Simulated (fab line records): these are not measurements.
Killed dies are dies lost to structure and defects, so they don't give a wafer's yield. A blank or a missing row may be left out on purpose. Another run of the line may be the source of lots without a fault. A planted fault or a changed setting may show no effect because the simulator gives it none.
Chamber matching	flow sky130	cmp-02 running SKY_VIA2_CMP_24: 4 sister chambers
The step polishes, stops on SiO2, t overpolish 20 s, target thk 0 nm. 8 wafers are shown with their chamber, then 10 later ones without.

== WAFERS PAIRED WITH THEIR CHAMBERS ==
wafer	chamber	motorCurrentA (A)	overpolishRunS (s)
L077.6	3	10.1	19.982
L079.1	0	13.5	20.004
L080.1	0	14.0	19.990
L080.4	3	10.5	19.992
L088.3	2	9.9	20.008
L088.5	1	11.5	20.014
L092.3	1	11.4	19.993
L092.4	2	9.4	19.997

== WAFERS MISSING THEIR CHAMBER ==
wafer	motorCurrentA (A)	overpolishRunS (s)
L092.5	13.8	20.006
L095.1	11.1	20.001
L095.3	11.8	20.006
L095.4	13.1	19.996
L096.1	9.9	19.985
L096.2	10.9	19.980
L096.5	13.7	20.007
L097.2	14.0	20.002
L097.4	9.8	19.992
L097.6	13.8	20.012

== WHICH CHAMBER EACH WENT THROUGH ==
wafer	from the rows above	in truth
L092.5	0	0
L095.1	can't be placed: 1 or 3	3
L095.3	1	1
L095.4	0	0
L096.1	can't be placed: 3 or 2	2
L096.2	can't be placed: 3 or 1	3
L096.5	0	0
L097.2	0	0
L097.4	can't be placed: 2 or 3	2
L097.6	0	0
6 of 10 placed correctly. From these rows, 4 cannot be placed; in 4 the true chamber is one of the candidates. Placed wrongly: 0.
How it was worked out, from the rows above alone: a wafer's distance from a chamber is the root of the sum, over the readings, of the square of ((its reading less the chamber's mean) divided by the reading's scatter). The wafer belongs to the nearest chamber; if the next one is less than 2 further off, it can't be placed. For every chamber, the mean is computed from those of its wafers that are shown. How the scatter is found: for the shown wafers, subtract from each reading the mean of its chamber, square and add these, divide the total by (wafers less chambers), then take the root.
